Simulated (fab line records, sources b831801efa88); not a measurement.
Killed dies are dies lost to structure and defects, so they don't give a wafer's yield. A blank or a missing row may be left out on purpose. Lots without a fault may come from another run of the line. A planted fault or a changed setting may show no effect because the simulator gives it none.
fab line records | flow sfq_line
record lots=5 wafers=15 last_day=75
route steps=325 shown M6@265 I6@266
lots that met no fault: from a run of the same line without faults
start_h: hours from the record's first day to the start of the lot's first wafer shown | wait_h: hours since the lot's step before | " the same as in the row above | L1.1+2: a row that stands for several wafers | - no value, or no start given | * or withheld: withheld | < > ~ a bound
route shown NAME@n: a module of which the file shows steps, and the number in the route of the first | usual: mean/standard deviation of fault-free wafers | same: alike in all rows | chamber/n: place in a boat | sites: the reading at each site | _std_site: their standard deviation | _edge_site: outer sites' mean less inner sites' | radius_mm: how far each site lies from the wafer's centre | mask NAME#n: copy n | behind: the tool/chamber that last shaped the wafer | hold: why the lot was held/for how many hours/how that ended | device: the transistor (n, p or np) that didn't switch | end of line: the same wafers' tests at the end of the route | a step without rows: its recipe alone | killed: dies lost to structure and defects at the first sort, not the wafer's yield | map: a wafer's dies, x killed, . not, _ none there
set.NAME: the setting as run; set.NAME@STEP: as run at that earlier step | model.NAME: the simulator's own value behind a step, which no gauge read
lots at some steps of the route; a table a step, a row a wafer
services: from which hour (start_h, from the record's first day; less than 0 if before it) a tool's chamber was out of use, for how many hours, and why
## steps
# step SFQ_TRILAYER_M6_STRIP_SOLV_CLEAN_164
# recipe chemistry=NMP temp_c=70 time_s=600
# step SFQ_TRILAYER_I6_DEP_PECVD_165
# recipe material=SiO2 temp_c=150 time_s=111.11 pressure_torr=2.4 rf_w=183.3 precursor=SiH4/N2O target_thk_nm=500
# usual heater_power_w=93/18 susceptor_temp_C=150.00/0.16 throttle_valve_pct=25.3/1.4
# columns lot.wafer tool chamber start_h wait_h heater_power_w since_wet_clean_h susceptor_temp_C throttle_valve_pct
L946.1 pecvd-02 2 1324.88 0.0 126 747 150.07 25.0
L946.4 " 2 " " 131 - 150.07 24.7
L946.6 " 0 " " 94 - 150.06 26.4
L947.1 pecvd-03 0 1332.05 0.0 98 1124 150.02 23.6
L947.2 " 1 " " 75 1124 150.11 26.6
L947.6 " 2 " " 90 - 149.91 25.0
L961.2 pecvd-02 0 1505.91 0.0 103 928 150.25 27.9
L961.4 " 2 " " 131 - 149.89 24.9
L961.5 " 1 " " 69 - 149.85 26.1
L962.2 pecvd-02 0 1520.53 0.0 93 943 150.01 28.2
L962.3 " 2 " " 116 943 150.00 25.0
L962.6 " 2 " " 119 - 150.13 25.1
L963.4 pecvd-04 2 1546.08 0.0 62 - 149.82 22.3
L963.5 " 0 " " 82 - 149.79 23.7
L963.6 " 1 " " 88 - 149.55 24.0
# step SFQ_TRILAYER_I6_CMP_CMP_166
# recipe material=SiO2 down_force_psi=3 platen_rpm=60 pad_velocity_m_s=0.94248
# usual motor_current_A=10.5/0.89 slurry_flow_ml_min=150.0/0.45 time_to_endpoint_s=219/7.8
# columns lot.wafer tool chamber start_h wait_h motor_current_A slurry_flow_ml_min time_to_endpoint_s
L946.1 cmp-02 2 1324.95 0.0 10.8 150.9 221
L946.4 " 1 1326.45 1.5 10.7 150.5 230
L946.6 " 3 1327.45 2.5 9.7 150.0 223
L947.2 cmp-02 1 1333.13 1.0 10.1 150.1 220
L947.1 " 2 " " 10.5 149.6 206
L947.6 " 3 " " 9.6 149.8 223
L961.4 cmp-02 1 1507.31 1.3 10.0 150.2 217
L961.2 " 0 1508.81 2.9 10.8 150.1 212
L961.5 " 1 " " 10.6 150.4 211
L962.3 cmp-02 3 1521.11 0.5 9.5 149.5 229
L962.2 " 1 1522.11 1.5 10.3 150.5 220
L962.6 " 2 " " 11.0 149.7 233
L963.4 cmp-01 3 1547.90 1.8 12.6 149.0 222
L963.5 " 1 1548.90 2.8 10.1 150.3 218
L963.6 " 2 " " 9.5 149.6 225
# step SFQ_I6_BOW_MEAS_941
# recipe mode=bow
# usual I6_BOW=9/9.8
# columns lot.wafer tool chamber start_h wait_h I6_BOW[um]
L946.1 film_metro-01 - 1327.95 2.5 1
L946.4 " - " " 7
L946.6 " - " " 3
L947.1 film_metro-02 - 1335.13 1.0 5
L947.2 " - " " 7
L947.6 " - " " 0
L961.2 film_metro-04 - 1510.33 1.0 4
L961.4 " - " " 14
L961.5 " - " " 4
L962.2 film_metro-04 - 1523.63 1.0 16
L962.3 " - " " 10
L962.6 " - " " 14
L963.4 film_metro-02 - 1549.96 1.6 -7
L963.5 " - " " 8
L963.6 " - " " -1
# step SFQ_TRILAYER_I6_METRO_MEASURE_167
# usual thk_nm=200.7/1.1
# columns lot.wafer tool chamber start_h wait_h thk_nm
L946.1 film_metro-01 - 1328.07 0.1 200.8
L946.4 " - " " 201.1
L946.6 " - " " 200.2
L947.1 film_metro-02 - 1335.25 0.1 201.3
L947.2 " - " " 201.9
L947.6 " - " " 199.6
L961.2 film_metro-04 - 1510.63 0.3 200.5
L961.4 " - " " 200.9
L961.5 " - " " 201.2
L962.2 film_metro-04 - 1523.93 0.3 200.3
L962.3 " - " " 199.5
L962.6 " - " " 200.8
L963.4 film_metro-02 - 1550.62 0.6 202.4
L963.5 " - " " 201.0
L963.6 " - " " 202.1
# step SFQ_TRILAYER_I6_VIA_LITHO_COAT_174
# recipe resist=BARC spin_rpm=3000 resist_thk_nm=62
# step SFQ_TRILAYER_I6_VIA_LITHO_COAT_169
# recipe resist=KrF spin_rpm=3000 resist_thk_nm=650
# step SFQ_TRILAYER_I6_VIA_LITHO_SOFTBAKE_173
# recipe temp_c=withheld time_s=withheld resist=KrF
# step SFQ_TRILAYER_I6_VIA_LITHO_EXPOSE_170
# recipe mask_id=I6 na=0.6 source_shape=conventional sigma_outer=0.65 target_cd_nm=700 dose_mj=21.3
# step SFQ_TRILAYER_I6_VIA_LITHO_PEB_172
# recipe peb_temp_c=115 peb_time_s=60 resist=KrF
# step SFQ_TRILAYER_I6_VIA_LITHO_DEVELOP_171
# recipe time_s=60 resist=KrF
# step SFQ_I6_OVL_MEAS_942
# usual I6_OVL=-1/5.4
# columns lot.wafer tool chamber start_h wait_h I6_OVL[nm]
L946.1 overlay-02 - 1450.51 0.1 -4
L946.4 " - " " -5
L946.6 " - " " -3
L947.1 overlay-02 - 1457.83 0.1 -11
L947.2 " - " " -10
L947.6 " - " " -5
L961.2 overlay-01 - 1620.88 0.1 5
L961.4 " - " " 6
L961.5 " - " " 7
L962.2 overlay-02 - 1635.93 0.1 -5
L962.3 " - " " 1
L962.6 " - " " -7
L963.4 overlay-01 - 1657.54 0.1 -8
L963.5 " - " " -12
L963.6 " - " " -12
# step SFQ_TRILAYER_I6_VIA_BARC_OPEN_VIA_ETCH_235
# recipe mask_material=PR chemistry=O2 target_depth_nm=125 target=BARC source_w=500 bias_w=80 pressure_mtorr=30 time_s=41.7
# usual chamber_pressure_mTorr=30.00/0.031 drypump_motor_current_A=5.7/0.34 oes_product_au=0.686/0.0047 rf_fwd_power_W=493.8/1.9
# columns lot.wafer tool chamber start_h wait_h chamber_pressure_mTorr drypump_motor_current_A oes_product_au rf_fwd_power_W rf_hours_counter_h model.KrF_of_TRILAYER_I6_VIA_LITHO_COAT_169.thk_nm
L946.1 rie_diel-01 0 1450.54 0.0 29.98 5.2 0.685 493.6 11 574.6
L946.4 " 3 " " 30.01 5.4 0.689 493.0 21 575.2
L946.6 " 0 " " 29.95 5.2 0.686 492.4 - 574.6
L947.1 rie_diel-03 1 1457.87 0.0 30.00 5.4 0.687 493.9 7 577.6
L947.2 " 0 " " 29.96 6.0 0.682 494.9 15 577.4
L947.6 " 2 " " 30.00 5.5 0.681 492.8 - 574.3
L961.2 rie_diel-03 2 1620.91 0.0 30.00 5.5 0.687 293.5 0 595.8
L961.4 " 3 " " 29.99 6.2 0.681 496.3 14 576.7
L961.5 " 2 " " 30.02 5.5 0.694 295.3 - 596.6
L962.2 rie_diel-02 2 1635.96 0.0 29.96 6.0 0.690 494.5 21 573.1
L962.3 " 0 " " 29.99 5.7 0.683 496.9 16 573.5
L962.6 " 1 " " 30.03 5.1 0.690 494.2 - 573.9
L963.4 rie_diel-01 2 1657.56 0.0 29.96 5.6 0.686 492.3 3 572.7
L963.5 " 2 " " 30.03 5.6 0.683 494.7 - 571.6
L963.6 " 3 " " 30.02 5.4 0.684 495.4 - 573.4
# step SFQ_TRILAYER_I6_VIA_ETCH_VIA_ETCH_172
# recipe target=SiO2 stop_on=Nb mask_material=PR taper_deg=20 chemistry=CHF3 target_depth_nm=260 source_w=500 bias_w=80 pressure_mtorr=30 time_s=withheld
# usual chamber_pressure_mTorr=30.000/0.026 drypump_motor_current_A=5.7/0.34 oes_product_au=0.857/0.0057 rf_fwd_power_W=497.9/1.7
# columns lot.wafer tool chamber start_h wait_h chamber_pressure_mTorr drypump_motor_current_A oes_product_au rf_fwd_power_W model.KrF_of_TRILAYER_I6_VIA_LITHO_COAT_169.thk_nm
L946.1 rie_diel-01 0 1450.58 0.0 30.000 5.2 0.861 497.4 530.7
L946.4 " 3 " " 29.961 5.4 0.851 500.0 531.1
L946.6 " 0 " " 30.003 5.2 0.849 500.0 530.5
L947.1 rie_diel-03 1 1457.91 0.0 29.960 5.4 0.863 496.0 533.2
L947.2 " 0 " " 30.017 6.0 0.863 498.6 532.5
L947.6 " 2 " " 29.992 5.5 0.859 495.2 528.3
L961.2 rie_diel-03 2 1620.95 0.0 29.996 5.5 0.852 497.5 551.5
L961.4 " 3 " " 30.001 6.2 0.857 499.4 532
L961.5 " 2 " " 29.976 5.5 0.855 498.4 552.1
L962.2 rie_diel-02 2 1635.99 0.0 30.036 6.0 0.850 494.6 527.9
L962.3 " 0 " " 30.041 5.8 0.853 496.6 529.4
L962.6 " 1 " " 30.054 5.2 0.852 497.7 529.2
L963.4 rie_diel-01 2 1657.59 0.0 30.017 5.6 0.861 499.9 527.8
L963.5 " 2 " " 30.002 5.6 0.857 500.3 526.7
L963.6 " 3 " " 29.960 5.4 0.863 497.2 529.7
# step SFQ_TRILAYER_I6_VIA_STRIP_STRIP_173
# recipe gas=O2 power_w=200 platen_temp_c=40 overash_fraction=0.65 chemistry=O2 pressure_mtorr=50
# usual chamber_pressure_mTorr=50.00/0.045 drypump_motor_current_A=5.89/0.25 he_backside_leak_sccm=3.49/0.18 oes_product_au=1.000/0.0076
# columns lot.wafer tool chamber start_h wait_h chamber_pressure_mTorr drypump_motor_current_A he_backside_leak_sccm oes_product_au rf_hours_counter_h
L946.1 rie_metal-01 0 1450.69 - 50.03 5.76 3.22 0.996 89
L946.4 " 1 " " 50.00 5.89 3.45 1.000 -
L946.6 " 1 " " 50.07 5.87 3.40 0.996 -
L947.1 rie_metal-04 1 1458.02 - 50.08 5.44 3.86 1.003 137
L947.2 " 0 " " 49.97 6.36 3.73 1.002 18
L947.6 " 0 " " 50.08 6.39 3.67 0.999 -
L961.2 rie_metal-01 0 1621.06 - 50.01 5.76 3.54 0.997 113
L961.4 " 0 " " 50.07 5.77 3.48 0.997 -
L961.5 " 1 " " 50.00 5.85 3.54 0.993 -
L962.2 rie_metal-01 1 1636.11 - 49.89 5.85 3.58 0.998 71
L962.3 " 0 " " 50.01 5.75 3.43 0.999 -
L962.6 " 1 " " 50.00 5.82 3.86 0.989 -
L963.4 rie_metal-03 0 1657.91 - 49.95 5.89 3.24 1.007 -
L963.5 " 0 " " 50.01 5.83 3.44 1.001 -
L963.6 " 1 " " 50.02 5.97 3.53 1.002 -
## services
# columns tool chamber start_h hours kind
rie_diel-03 - 1311.69 2.8 pm
rie_diel-01 3 1313.34 5.7 repair
film_metro-02 - 1318.98 0.8 pm
rie_diel-01 3 1346.42 4.7 repair
cmp-02 - 1365.38 1.2 repair
cmp-02 - 1366.57 4.7 pm
cmp-02 - 1379.98 0.8 repair
cmp-02 - 1403.85 2.4 repair
cmp-02 - 1422.13 0.6 repair
rie_diel-01 - 1452.44 14.6 pm
rie_diel-01 2 1481.55 3.1 repair
cmp-02 - 1483.46 2.0 repair
rie_diel-03 2 1496.35 11.9 repair
rie_metal-01 1 1531.44 5.1 repair
cmp-02 - 1532.03 2.5 repair
rie_diel-01 - 1535.24 1.2 repair
cmp-02 - 1544.44 0.8 repair
pecvd-02 - 1545.48 0.4 repair
pecvd-02 - 1564.40 0.8 repair
cmp-02 - 1564.40 1.0 repair
rie_diel-03 2 1578.31 7.0 repair
cmp-02 - 1601.42 4.0 pm
rie_diel-01 - 1619.97 0.4 repair
cmp-02 - 1622.92 4.6 repair
## key
first_sign step=SFQ_TRILAYER_I6_VIA_BARC_OPEN_VIA_ETCH_235 reading=rf_fwd_power_W direction=down sigmas=99+ usual=493.8 struck=294.4
effect none on later readings
model_effect step=SFQ_TRILAYER_I6_VIA_BARC_OPEN_VIA_ETCH_235 value=KrF_of_TRILAYER_I6_VIA_LITHO_COAT_169.thk_nm without=577.2 struck=596.2
model_effect step=SFQ_TRILAYER_I6_VIA_ETCH_VIA_ETCH_172 value=KrF_of_TRILAYER_I6_VIA_LITHO_COAT_169.thk_nm without=532.8 struck=551.8
met_at SFQ_TRILAYER_I6_VIA_BARC_OPEN_VIA_ETCH_235
struck_wafers L961.2,L961.5
onset_between 1457.87 1620.91
fault kind=process_parameter_drift tool=rie_diel-03 chamber=2 onset_h=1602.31 steps=SFQ_TRILAYER_I6_VIA_BARC_OPEN_VIA_ETCH_235 channel=source_w offset=-200 shape=step end_h=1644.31 acts_in=these_recipes_only stated=500
